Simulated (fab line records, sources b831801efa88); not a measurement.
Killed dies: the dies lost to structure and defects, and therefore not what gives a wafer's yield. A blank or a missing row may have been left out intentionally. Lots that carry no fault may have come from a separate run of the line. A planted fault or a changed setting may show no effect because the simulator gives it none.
fab line records | flow sfqLine | part 1 of 2: steps 1 to 28 of 39
[record] lots = 5 wafers = 15 lastDay = 83
route steps=325 shown I0@50 M1@58 I1@73 M2@88
lots that met no fault: from a run of the same line without faults
startH: the number of hours between the record's first day and the start of the first shown wafer of the lot | waitH: hours from the lot's prior step to this one | " the same as in the row above | L1.1+2: several wafers, shown together as one row | - no value present, or no start provided | * or withheld: withheld | < > ~ a bound
route shown NAME@n: a module of which the file shows steps, and the number in the route of the first | usual: mean and standard deviation over wafers with no fault | same: alike in all rows | chamber/n: place in a boat | sites: each site's reading | _std_site: standard deviation of those values | _edge_site: mean of outer sites minus mean of inner sites | radiusMm: for every site, how far away it sits from the centre of the wafer | mask NAME#n: copy n | behind: the most recent tool/chamber to have shaped the wafer | hold: why the lot went on hold/how many hours it stayed there/how the hold came to an end | device: the transistor (n, p or np) that didn't switch | end of line: at the end of the route, the tests of the same wafers | where a step has no rows: the recipe by itself | killed: dies lost to structure and defects at the first sort, not the wafer's yield | map: a wafer's dies, marking killed ones x, the rest . and places with no die _
set.NAME: the setting as run; set.NAME@STEP: as run at that earlier step | model.NAME: the simulator's own value behind a step, which no gauge read
lots at some steps of the route; a table a step, a row a wafer
services: the hour from which a tool's chamber was out of use, counted from the record's first day as startH (under 0 if before that day), plus the number of hours and why
[[steps]]
[step SFQ_TRILAYER_I0_VIA_LITHO_EXPOSE_032]
[recipe] maskId = I0 na = 0.6 sourceShape = conventional sigmaOuter = 0.65 targetCdNm = 500 doseMj = 21.5
[usual] focusOffsetNm = -0.1/0.47 stageVelMmS = 500.07/0.25
// columns lot.wafer tool chamber startH waitH mask focusOffsetNm stageVelMmS
L074.1 krfScanner-01 0 451.75 - I0#0 0.1 500.22
L074.3 " 0 " " I0#0 -0.2 500.38
L074.6 " 0 " " I0#0 0.1 500.45
L078.2 krfScanner-02 0 478.47 - I0#0 0.0 500.24
L078.3 " 0 " " I0#0 0.0 500.45
L078.5 " 0 " " I0#0 0.0 500.19
L080.1 krfScanner-02 0 486.67 - I0#0 -0.3 500.03
L080.3 " 0 " " I0#0 0.2 500.05
L080.5 " 0 " " I0#0 -0.3 500.10
L082.3 krfScanner-02 0 493.07 - I0#0 0.1 500.42
L082.4 " 0 " " I0#0 0.3 500.33
L082.5 " 0 " " I0#0 0.1 499.88
L084.3 krfScanner-02 0 500.27 - I0#0 -1.2 500.26
L084.5 " 0 " " I0#0 -0.5 500.04
L084.6 " 0 " " I0#0 -0.7 500.07
[step SFQ_TRILAYER_I0_VIA_LITHO_PEB_034]
[recipe] pebTempC = 115 pebTimeS = 60 resist = KrF
// columns lot.wafer tool chamber startH waitH
L074.1+3+6 lithoTrack-04 0 452.95 1.0
L078.2+3+5 lithoTrack-04 0 479.50 0.8
L080.1+3+5 lithoTrack-01 0 487.87 1.0
L082.3+4+5 lithoTrack-04 0 493.92 0.7
L084.3+5+6 lithoTrack-01 0 501.12 0.7
[step SFQ_TRILAYER_I0_VIA_LITHO_DEVELOP_033]
[recipe] timeS = 60 resist = KrF
// columns lot.wafer tool chamber startH waitH
L074.1+3+6 lithoTrack-04 0 453.10 0.1
L078.2+3+5 lithoTrack-04 0 479.65 0.1
L080.1+3+5 lithoTrack-01 0 488.02 0.1
L082.3+4+5 lithoTrack-04 0 494.07 0.1
L084.3+5+6 lithoTrack-01 0 501.27 0.1
[step SFQ_I0_OVL_MEAS_908]
[usual] I0_OVL = 1/5.7
// columns lot.wafer tool chamber startH waitH I0_OVL[nm]
L074.1 overlay-01 - 453.25 0.1 12
L074.3 " - " " 3
L074.6 " - " " 2
L078.2 overlay-01 - 479.78 0.1 3
L078.3 " - " " 5
L078.5 " - " " 0
L080.1 overlay-01 - 488.17 0.1 4
L080.3 " - " " 0
L080.5 " - " " 2
L082.3 overlay-02 - 494.19 0.1 0
L082.4 " - " " -2
L082.5 " - " " 3
L084.3 overlay-02 - 501.39 0.1 12
L084.5 " - " " 10
L084.6 " - " " 9
[step SFQ_TRILAYER_I0_VIA_BARC_OPEN_VIA_ETCH_046]
[recipe] maskMaterial = PR chemistry = O2 targetDepthNm = 125 target = BARC sourceW = 500 biasW = 80 pressureMtorr = 30 timeS = 41.7
[usual] drypumpMotorCurrentA = 5.7/0.58 oesProductAu = 0.685/0.0049
// columns lot.wafer tool chamber startH waitH drypumpMotorCurrentA oesProductAu rfHoursCounterH
L074.1 rieDiel-02 0 453.28 0.0 6.0 0.678 66
L074.3 " 2 " " 4.7 0.676 46
L074.6 " 1 " " 6.0 0.685 -
L078.2 rieDiel-02 1 479.81 0.0 6.0 0.689 55
L078.3 " 0 " " 5.9 0.692 66
L078.5 " 2 " " 4.7 0.686 -
L080.1 rieDiel-01 3 488.21 0.0 6.2 0.690 1
L080.3 " 1 " " 6.0 0.688 31
L080.5 " 0 " " 6.0 0.684 -
L082.3 rieDiel-02 1 494.23 0.0 6.0 0.682 -
L082.4 " 2 " " 4.7 0.686 -
L082.5 " 1 " " 6.1 0.679 -
L084.3 rieDiel-02 1 501.41 0.0 6.0 0.690 56
L084.5 " 3 " " 6.2 0.680 -
L084.6 " 2 " " 4.6 0.679 -
[step SFQ_TRILAYER_I0_VIA_ETCH_VIA_ETCH_034]
[recipe] target = SiO2 stopOn = Nb maskMaterial = PR taperDeg = 20 chemistry = CHF3 targetDepthNm = 260 sourceW = 500 biasW = 80 pressureMtorr = 30 timeS = withheld
[usual] drypumpMotorCurrentA = 5.7/0.58 oesProductAu = 0.855/0.005
// columns lot.wafer tool chamber startH waitH drypumpMotorCurrentA oesProductAu
L074.1 rieDiel-02 0 453.32 0.0 6.0 0.849
L074.3 " 2 " " 4.7 0.854
L074.6 " 1 " " 6.0 0.844
L078.2 rieDiel-02 1 479.85 0.0 6.0 0.850
L078.3 " 0 " " 6.0 0.850
L078.5 " 2 " " 4.7 0.854
L080.1 rieDiel-01 3 488.25 0.0 6.2 0.854
L080.3 " 1 " " 6.0 0.866
L080.5 " 0 " " 6.0 0.857
L082.3 rieDiel-02 1 494.33 0.1 6.0 0.859
L082.4 " 2 " " 4.7 0.846
L082.5 " 1 " " 6.0 0.849
L084.3 rieDiel-02 1 501.45 0.0 6.0 0.854
L084.5 " 3 " " 6.2 0.868
L084.6 " 2 " " 4.7 0.862
[step SFQ_TRILAYER_I0_VIA_STRIP_STRIP_035]
[recipe] gas = O2 powerW = 200 platenTempC = 40 overashFraction = 0.65 chemistry = O2 pressureMtorr = 50
[usual] drypumpMotorCurrentA = 6.0/0.52 oesProductAu = 0.996/0.01
// columns lot.wafer tool chamber startH waitH drypumpMotorCurrentA oesProductAu rfHoursCounterH
L074.1 rieMetal-01 1 453.44 - 6.5 0.982 46
L074.3 " 1 " " 6.6 0.976 -
L074.6 " 1 " " 6.6 0.977 -
L078.2 rieMetal-04 0 479.96 - 6.2 1.001 63
L078.3 " 0 " " 6.2 0.997 -
L078.5 " 1 " " 6.2 1.011 -
L080.1 rieMetal-01 1 488.36 - 6.6 0.985 51
L080.3 " 0 " " 5.5 0.993 -
L080.5 " 0 " " 5.5 0.993 -
L082.3 rieMetal-04 1 494.64 - 6.2 1.004 -
L082.4 " 0 " " 6.2 1.000 -
L082.5 " 0 " " 6.2 1.000 -
L084.3 rieMetal-01 0 501.76 - 5.5 0.977 -
L084.5 " 0 " " 5.5 0.985 -
L084.6 " 1 " " 6.6 0.984 -
[step SFQ_TRILAYER_I0_VIA_STRIP_SOLV_CLEAN_036]
[recipe] chemistry = NMP tempC = 70 timeS = 600
// columns lot.wafer tool chamber startH waitH
L074.1+3+6 wetBench-03 4,3,7 454.64 1.0
L078.2+3+5 wetBench-01 0,3,4 480.56 0.4
L080.1+3+5 wetBench-04 1,4,3 488.96 0.4
L082.3+4+5 wetBench-01 2,1,0 495.04 0.2
L084.3+5+6 wetBench-01 7,6,0 502.16 0.2
[step SFQ_TRILAYER_M1_DEP_PRE_CLEAN_038]
[recipe] gas = Ar timeS = 22.5 biasV = 250
// columns lot.wafer tool chamber startH waitH
L074.1+3+6 pvdSputter-05 - 454.81 0.0
L078.2+3+5 pvdSputter-04 - 480.74 0.0
L080.1+3+5 pvdSputter-04 - 489.14 0.0
L082.3+4+5 pvdSputter-06 - 495.42 0.0
L084.3+5+6 pvdSputter-06 - 502.51 0.0
[step SFQ_TRILAYER_M1_DEP_SPUTTER_037]
[recipe] material = Nb basePressurePa = 1.33e-06 chamberPressurePa = 0.1333 substrateTempC = 20 resputterCathodeVoltageV = 400 targetThkNm = 200 powerW = 2000 timeS = 133.3
[usual] throttleValvePct = 30.3/1.1
// columns lot.wafer tool chamber startH waitH throttleValvePct
L074.1 pvdSputter-05 - 454.84 0.0 32.2
L074.3 " - " " 31.7
L074.6 " - " " 31.8
L078.2 pvdSputter-04 - 480.77 0.0 27.8
L078.3 " - " " 29.4
L078.5 " - " " 29.3
L080.1 pvdSputter-04 - 489.17 0.0 30.9
L080.3 " - " " 27.9
L080.5 " - " " 30.6
L082.3 pvdSputter-06 - 495.45 0.0 29.8
L082.4 " - " " 30.7
L082.5 " - " " 31.1
L084.3 pvdSputter-06 - 502.54 0.0 30.7
L084.5 " - " " 29.6
L084.6 " - " " 30.1
[step SFQ_M1_RS_MEAS_909]
[recipe] thkMeasGauge = four-point-probe reads = Nb_of_TRILAYER_M1_DEP_SPUTTER_037
[usual] M1_NB_RS = 0.890/0.012
// columns lot.wafer tool chamber startH waitH M1_NB_RS[ohm/sq]
L074.1 filmMetro-03 - 454.93 0.0 0.883
L074.3 " - " " 0.894
L074.6 " - " " 0.892
L078.2 filmMetro-03 - 480.88 0.1 0.887
L078.3 " - " " 0.905
L078.5 " - " " 0.901
L080.1 filmMetro-02 - 489.26 0.0 0.883
L080.3 " - " " 0.893
L080.5 " - " " 0.888
L082.3 filmMetro-01 - 495.58 0.1 0.888
L082.4 " - " " 0.874
L082.5 " - " " 0.901
L084.3 filmMetro-03 - 502.67 0.1 0.901
L084.5 " - " " 0.884
L084.6 " - " " 0.890
[step SFQ_TRILAYER_M1_LITHO_COAT_044]
[recipe] resist = BARC spinRpm = 3000 resistThkNm = 62
// columns lot.wafer tool chamber startH waitH
L074.1+3+6 lithoTrack-03 0 455.11 0.1
L078.2+3+5 lithoTrack-02 0 481.09 0.1
L080.1+3+5 lithoTrack-04 0 489.44 0.1
L082.3+4+5 lithoTrack-02 0 495.82 0.1
L084.3+5+6 lithoTrack-02 0 502.91 0.1
[step SFQ_TRILAYER_M1_LITHO_COAT_039]
[recipe] resist = KrF spinRpm = 3000 resistThkNm = 600
// columns lot.wafer tool chamber startH waitH
L074.1+3+6 lithoTrack-03 0 455.41 0.2
L078.2+3+5 lithoTrack-02 0 481.39 0.2
L080.1+3+5 lithoTrack-04 0 489.74 0.2
L082.3+4+5 lithoTrack-02 0 496.12 0.2
L084.3+5+6 lithoTrack-02 0 503.21 0.2
[step SFQ_TRILAYER_M1_LITHO_SOFTBAKE_043]
[recipe] tempC = withheld timeS = withheld resist = KrF
// columns lot.wafer tool chamber startH waitH
L074.1+3+6 lithoTrack-03 0 455.71 0.2
L078.2+3+5 lithoTrack-02 0 481.66 0.2
L080.1+3+5 lithoTrack-04 0 490.04 0.2
L082.3+4+5 lithoTrack-02 0 496.37 0.2
L084.3+5+6 lithoTrack-02 0 503.46 0.2
[step SFQ_TRILAYER_M1_LITHO_EXPOSE_040]
[recipe] maskId = M1 na = 0.6 sourceShape = conventional sigmaOuter = 0.65 targetCdNm = 500 doseMj = 14.4
[usual] focusOffsetNm = 0.0/0.48 stageVelMmS = 500.07/0.26
// columns lot.wafer tool chamber startH waitH mask focusOffsetNm stageVelMmS
L074.1 krfScanner-01 0 602.68 - M1#0 -0.4 500.40
L074.3 " 0 " " M1#0 0.1 500.34
L074.6 " 0 " " M1#0 0.1 500.01
L078.2 krfScanner-02 0 623.41 - M1#0 -0.9 500.12
L078.3 " 0 " " M1#0 -0.4 499.82
L078.5 " 0 " " M1#0 -0.7 499.95
L080.1 krfScanner-02 0 634.01 - M1#0 0.2 500.51
L080.3 " 0 " " M1#0 0.0 499.90
L080.5 " 0 " " M1#0 -0.2 499.93
L082.3 krfScanner-02 0 639.21 - M1#0 0.7 499.49
L082.4 " 0 " " M1#0 0.0 499.90
L082.5 " 0 " " M1#0 0.7 499.93
L084.3 krfScanner-02 0 652.41 - M1#0 -0.8 500.33
L084.5 " 0 " " M1#0 0.5 500.32
L084.6 " 0 " " M1#0 0.0 500.24
[step SFQ_TRILAYER_M1_LITHO_PEB_042]
[recipe] pebTempC = 115 pebTimeS = 60 resist = KrF
// columns lot.wafer tool chamber startH waitH
L074.1+3+6 lithoTrack-03 0 603.88 1.0
L078.2+3+5 lithoTrack-04 0 624.43 0.8
L080.1+3+5 lithoTrack-03 0 635.21 1.0
L082.3+4+5 lithoTrack-03 0 640.06 0.7
L084.3+5+6 lithoTrack-04 0 653.26 0.7
[step SFQ_TRILAYER_M1_LITHO_DEVELOP_041]
[recipe] timeS = 60 resist = KrF
// columns lot.wafer tool chamber startH waitH
L074.1+3+6 lithoTrack-03 0 604.03 0.1
L078.2+3+5 lithoTrack-04 0 624.58 0.1
L080.1+3+5 lithoTrack-03 0 635.36 0.1
L082.3+4+5 lithoTrack-03 0 640.21 0.1
L084.3+5+6 lithoTrack-04 0 653.41 0.1
[step SFQ_M1_OVL_MEAS_911]
[usual] M1_OVL = -3/6.7
// columns lot.wafer tool chamber startH waitH M1_OVL[nm]
L074.1 overlay-01 - 604.18 0.1 0
L074.3 " - " " -3
L074.6 " - " " 2
L078.2 overlay-01 - 624.71 0.1 -7
L078.3 " - " " -6
L078.5 " - " " -5
L080.1 overlay-02 - 635.51 0.1 -13
L080.3 " - " " -13
L080.5 " - " " -7
L082.3 overlay-02 - 640.32 0.1 -4
L082.4 " - " " 5
L082.5 " - " " 0
L084.3 overlay-01 - 653.52 0.1 -10
L084.5 " - " " -2
L084.6 " - " " -12
[step SFQ_TRILAYER_M1_BARC_OPEN_METAL_ETCH_054]
[recipe] maskMaterial = PR chemistry = O2 targetDepthNm = 125 target = BARC icpW = 600 biasW = 80 pressureMtorr = 10 timeS = 41.7
[usual] drypumpMotorCurrentA = 6.0/0.49 oesProductAu = 0.686/0.0045
// columns lot.wafer tool chamber startH waitH drypumpMotorCurrentA oesProductAu rfHoursCounterH
L074.1 rieMetal-04 0 604.22 0.0 6.2 0.691 83
L074.3 " 0 " " 6.2 0.686 -
L074.6 " 1 " " 6.2 0.684 -
L078.2 rieMetal-02 1 624.74 0.0 5.1 0.686 52
L078.3 " 1 " " 5.0 0.691 -
L078.5 " 0 " " 6.3 0.689 -
L080.1 rieMetal-01 1 635.54 0.0 6.6 0.680 69
L080.3 " 0 " " 5.5 0.678 -
L080.5 " 0 " " 5.5 0.683 -
L082.3 rieMetal-02 0 640.36 0.0 6.3 0.689 -
L082.4 " 1 " " 5.1 0.684 -
L082.5 " 0 " " 6.3 0.688 -
L084.3 rieMetal-04 0 653.56 0.0 6.2 0.685 -
L084.5 " 1 " " 6.3 0.675 -
L084.6 " 0 " " 6.1 0.681 -
[step SFQ_TRILAYER_M1_ETCH_METAL_ETCH_042]
[recipe] target = Nb stopOn = SiO2 maskMaterial = PR chemistry = Cl2/Ar targetDepthNm = 240 icpW = 616.5 biasW = 80 pressureMtorr = 10 timeS = 120
[usual] drypumpMotorCurrentA = 6.0/0.49 oesProductAu = 0.894/0.0085
// columns lot.wafer tool chamber startH waitH drypumpMotorCurrentA oesProductAu rfHoursCounterH
L074.1 rieMetal-04 0 604.28 0.0 6.2 0.896 83
L074.3 " 0 " " 6.2 0.891 -
L074.6 " 1 " " 6.2 0.897 -
L078.2 rieMetal-02 1 624.80 0.0 5.1 0.891 52
L078.3 " 1 " " 5.1 0.884 -
L078.5 " 0 " " 6.3 0.876 -
L080.1 rieMetal-01 1 635.62 0.1 6.6 0.897 69
L080.3 " 0 " " 5.5 0.895 -
L080.5 " 0 " " 5.5 0.893 -
L082.3 rieMetal-02 0 640.45 0.1 6.3 0.898 -
L082.4 " 1 " " 5.1 0.909 -
L082.5 " 0 " " 6.3 0.889 -
L084.3 rieMetal-04 0 653.65 0.1 6.2 0.888 -
L084.5 " 1 " " 6.2 0.908 -
L084.6 " 0 " " 6.1 0.890 -
[step SFQ_TRILAYER_M1_STRIP_STRIP_043]
[recipe] gas = O2 powerW = 200 platenTempC = 40 overashFraction = 0.65 chemistry = O2 pressureMtorr = 50
[usual] drypumpMotorCurrentA = 6.0/0.49 oesProductAu = 1.006/0.0098
// columns lot.wafer tool chamber startH waitH drypumpMotorCurrentA oesProductAu rfHoursCounterH
L074.1 rieMetal-04 0 604.40 0.1 6.2 1.012 83
L074.3 " 0 " " 6.1 1.013 -
L074.6 " 1 " " 6.2 1.009 -
L078.2 rieMetal-02 1 624.93 0.1 5.1 1.005 53
L078.3 " 1 " " 5.1 1.016 -
L078.5 " 0 " " 6.3 0.998 -
L080.1 rieMetal-01 1 635.79 0.1 6.6 0.986 70
L080.3 " 0 " " 5.5 0.998 -
L080.5 " 0 " " 5.5 0.986 -
L082.3 rieMetal-02 0 640.73 0.2 6.3 0.994 -
L082.4 " 1 " " 5.1 1.014 -
L082.5 " 0 " " 6.3 0.990 -
L084.3 rieMetal-04 0 653.93 0.2 6.2 1.009 -
L084.5 " 1 " " 6.2 0.996 -
L084.6 " 0 " " 6.2 1.013 -
[step SFQ_TRILAYER_M1_STRIP_SOLV_CLEAN_044]
[recipe] chemistry = NMP tempC = 70 timeS = 600
// columns lot.wafer tool chamber startH waitH
L074.1+3+6 wetBench-01 0,7,3 605.00 0.4
L078.2+3+5 wetBench-02 7,5,6 625.53 0.4
L080.1+3+5 wetBench-04 4,3,7 636.59 0.5
L082.3+4+5 wetBench-04 7,1,6 641.13 0.2
L084.3+5+6 wetBench-04 1,0,3 654.33 0.2
[step SFQ_TRILAYER_I1_DEP_PECVD_045]
[recipe] material = SiO2 tempC = 150 timeS = 111.11 pressureTorr = 2.4 rfW = 183.3 precursor = SiH4/N2O targetThkNm = 500
[usual] heaterPowerW = 82/9.8 throttleValvePct = 24.3/1.2
// columns lot.wafer tool chamber startH waitH heaterPowerW throttleValvePct
L074.1 pecvd-03 2 605.18 0.0 87 23.0
L074.3 " 1 " " 81 25.1
L074.6 " 2 " " 92 22.8
L078.2 pecvd-01 2 625.70 0.0 85 26.0
L078.3 " 2 " " 89 26.1
L078.5 " 0 " " 90 26.7
L080.1 pecvd-03 0 636.77 0.0 89 24.4
L080.3 " 2 " " 86 23.1
L080.5 " 1 " " 84 25.4
L082.3 pecvd-04 0 641.30 0.0 67 23.6
L082.4 " 1 " " 78 23.1
L082.5 " 2 " " 77 23.0
L084.3 pecvd-01 2 654.50 0.0 73 26.2
L084.5 " 1 " " 83 25.2
L084.6 " 2 " " 75 25.8
[step SFQ_TRILAYER_I1_CMP_CMP_046]
[recipe] material = SiO2 downForcePsi = 3 platenRpm = 60 padVelocityMS = 0.94248
[usual] edgeZonePressureFrac = 1.000/0.0051 motorCurrentA = 10.8/0.94 timeToEndpointS = 218/7.8
// columns lot.wafer tool chamber startH waitH edgeZonePressureFrac motorCurrentA timeToEndpointS
L074.3 cmp-01 3 610.85 5.6 1.001 12.4 216
L074.1 " 2 612.35 7.1 0.993 8.9 213
L074.6 " 3 " " 1.004 12.0 214
L078.3 cmp-02 1 632.72 6.9 1.008 9.6 215
L078.2 " 0 634.22 8.5 1.010 11.4 206
L078.5 " 2 635.22 9.4 0.989 10.7 205
L080.3 cmp-01 3 645.05 8.2 0.999 11.9 206
L080.1 " 1 646.05 9.2 1.007 9.4 221
L080.5 " 2 " " 1.003 8.9 228
L082.4 cmp-02 2 648.72 7.3 1.001 10.9 222
L082.3 " 3 " " 0.989 11.4 224
L082.5 " 0 " " 1.004 12.1 225
L084.3 cmp-02 2 657.72 3.2 0.998 10.9 208
L084.5 " 0 658.72 4.1 0.994 11.0 220
L084.6 " 1 " " 1.001 9.9 214
[step SFQ_I1_BOW_MEAS_912]
[recipe] mode = bow
[usual] I1_BOW = 2/7
// columns lot.wafer tool chamber startH waitH I1_BOW[um]
L074.1 filmMetro-02 - 613.85 1.0 5
L074.3 " - " " -4
L074.6 " - " " -11
L078.2 filmMetro-03 - 635.74 1.0 -3
L078.3 " - " " 9
L078.5 " - " " -1
L080.1 filmMetro-02 - 647.55 1.0 3
L080.3 " - " " 4
L080.5 " - " " 2
L082.3 filmMetro-02 - 650.76 1.0 6
L082.4 " - " " 2
L082.5 " - " " 17
L084.3 filmMetro-02 - 659.76 1.5 13
L084.5 " - " " 6
L084.6 " - " " 4
[step SFQ_TRILAYER_I1_METRO_MEASURE_047]
[usual] thkNm = 200.4/1
// columns lot.wafer tool chamber startH waitH thkNm
L074.1 filmMetro-02 - 613.97 0.1 201.2
L074.3 " - " " 199.6
L074.6 " - " " 200.8
L078.2 filmMetro-03 - 636.04 0.3 200.4
L078.3 " - " " 199.6
L078.5 " - " " 199.5
L080.1 filmMetro-02 - 647.67 0.1 201.2
L080.3 " - " " 199.0
L080.5 " - " " 200.0
L082.3 filmMetro-02 - 651.24 0.5 202.2
L082.4 " - " " 200.0
L082.5 " - " " 200.2
L084.3 filmMetro-02 - 660.24 0.5 199.2
L084.5 " - " " 200.0
L084.6 " - " " 200.6
[step SFQ_TRILAYER_I1_VIA_LITHO_COAT_054]
[recipe] resist = BARC spinRpm = 3000 resistThkNm = 62
// columns lot.wafer tool chamber startH waitH
L074.1+3+6 lithoTrack-03 0 615.17 1.0
L078.2+3+5 lithoTrack-01 0 637.09 0.8
L080.1+3+5 lithoTrack-01 0 648.87 1.0
L082.3+4+5 lithoTrack-02 0 652.14 0.7
L084.3+5+6 lithoTrack-03 0 661.14 0.7
[step SFQ_TRILAYER_I1_VIA_LITHO_COAT_049]
[recipe] resist = KrF spinRpm = 3000 resistThkNm = 650
// columns lot.wafer tool chamber startH waitH
L074.1+3+6 lithoTrack-03 0 615.47 0.2
L078.2+3+5 lithoTrack-01 0 637.39 0.2
L080.1+3+5 lithoTrack-01 0 649.17 0.2
L082.3+4+5 lithoTrack-02 0 652.44 0.2
L084.3+5+6 lithoTrack-03 0 661.44 0.2
